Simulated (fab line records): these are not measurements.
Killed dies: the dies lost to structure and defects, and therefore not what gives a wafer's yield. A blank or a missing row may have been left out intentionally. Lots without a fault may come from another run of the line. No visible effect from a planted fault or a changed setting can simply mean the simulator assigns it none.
A lot that was struck, set against a sound lot || flow sky130 || 15 steps out of a route of 708
Sound: these wafers, L960.1, L960.4, L960.6. The struck wafers were L971.3, L971.4, L971.6. The cause is named last.
Each step with rows lists, per side, the tool, then ch with its chambers, then its first start. Under that, the readings that differ: sound wafers || struck wafers || difference of the means || sigmas: that difference in standard deviations of wafers without a fault.
alike: readings whose means differ by less than 2 such deviations, and words and numbers that are the same on both sides. not compared: withheld readings, readings that some wafer has no value for, bounds like >300 that may hide the same value, and numbers for which the record gives no deviation and whose values overlap.
A row with sigmas, a row that says differs or no value, or rows on one side alone: a step with any of these is where the two part. When numbers do not overlap yet have no deviation, they are printed without sigmas and do not part them. A reading that every wafer of one side lacks parts them only if that side has two wafers or more.

SKY_VIA1_STRIP_16: strips in O2/N2.
  sound on plasmaAsher-02 ch 0,1, day 35 13:44; struck on plasmaAsher-04 ch 0,1, day 38 23:08
  alike: drypumpMotorCurrentA, oesProductAu, stripTimeToEndpointS
  not compared: rfHoursCounterH
then, 4 steps without rows for these wafers: SKY_VIA1_STRIP_17 (strips in post etch residue remover, time 1200 s); SKY_VIA1_CLEAN_18 (cleans in IPA, time 180 s); SKY_VIA1_CLEAN_19 (cleans in O3/DIW); SKY_VIA1_SPUTTER_20 (material TiN, target thk 20 nm, time 80 s).
SKY_VIA1_CVD_21: deposits W, target thk 270 nm, time 80.902 s.
  sound on cvdW-02 ch 0,1, day 35 14:23; struck on cvdW-01 ch 0, day 38 23:49
  alike: heaterPowerW, susceptorTempC
SKY_VIA1_RS_MEAS_22: the measuring method here is four-point-probe.
  sound on filmMetro-02 at day 35 14:29; struck on filmMetro-02 at day 38 23:58
  alike: VIA1_W_RS
SKY_VIA1_THK_MEAS_23: measures by xrf.
  sound on filmMetro-02 at day 35 14:37; struck on filmMetro-02 at day 39 00:04
  alike: VIA1_W_THK
then, 1 step without rows for these wafers: SKY_VIA1_CMP_24 (polishes, stops on SiO2, t overpolish 15 s, target thk 0 nm).
SKY_METAL2_SPUTTER_00: material Ti, target thk 15 nm, time 10 s.
  sound on pvdSputter-01 at day 35 14:58; struck on pvdSputter-01 at day 39 00:25
  alike: chamberPressurePa, throttleValvePct
then, 1 step without rows for these wafers: SKY_METAL2_SPUTTER_01 (material TiN, target thk 20 nm, time 16.7 s).
SKY_METAL2_SPUTTER_02: material AlCu, target thk 250 nm, time 13.3 s.
  sound on pvdSputter-01 at day 35 15:01; struck on pvdSputter-01 at day 39 00:28
  alike: chamberPressurePa, throttleValvePct
SKY_METAL2_SPUTTER_03: material Ti, target thk 5 nm, time 3.3 s.
  sound on pvdSputter-01 at day 35 15:02; struck on pvdSputter-01 at day 39 00:29
{"reading": "chamberPressurePa (Pa)", "sound": "0.4005 0.3999 0.3986", "struck": "0.3431 0.3420 0.3433", "difference": -0.0569, "sigmas": -77}
{"reading": "throttleValvePct (%)", "sound": "28.3 29.9 28.6", "struck": "30.6 31.5 32.3", "difference": "+2.5", "sigmas": "+3"}
SKY_METAL2_SPUTTER_04: material TiN, target thk 70 nm, time 58.3 s.
  sound on pvdSputter-01 at day 35 15:04; struck on pvdSputter-01 at day 39 00:30
  alike: chamberPressurePa, throttleValvePct
-- the record jumps here: 11 days lie between the struck wafers' starts before and after (it left off in module METAL2 and takes up again in module PAD_OPEN, whose first step shown is number 708 of the route) --
SKY_PAD_OPEN_PROBE_99:
  sound on prober-01 at day 47 02:13; struck on prober-01 at day 49 12:51
  alike: defectLimitedYield, killed_at_M0_to_M3, killed_at_M4_up, killedAtContacts, killedAtFrontEnd, killedAtOther, killedDies, killedOpen, killedShort, sort_bin_3_pad_short, sort_bin_5_function, sort_bin_6_memory, sortNPass, sortYieldPct

WHERE THEY PART
At SKY_METAL2_SPUTTER_03 and nowhere else, as far as this record goes. Later steps at which nothing parts them and some readings are alike: SKY_METAL2_SPUTTER_04, SKY_PAD_OPEN_PROBE_99.

WHY: what had been put in by the simulator
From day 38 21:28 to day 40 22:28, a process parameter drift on pvdSputter-01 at SKY_METAL2_SPUTTER_03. Setting chamberPressurePa shifted by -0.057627 from 0.4. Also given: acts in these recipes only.
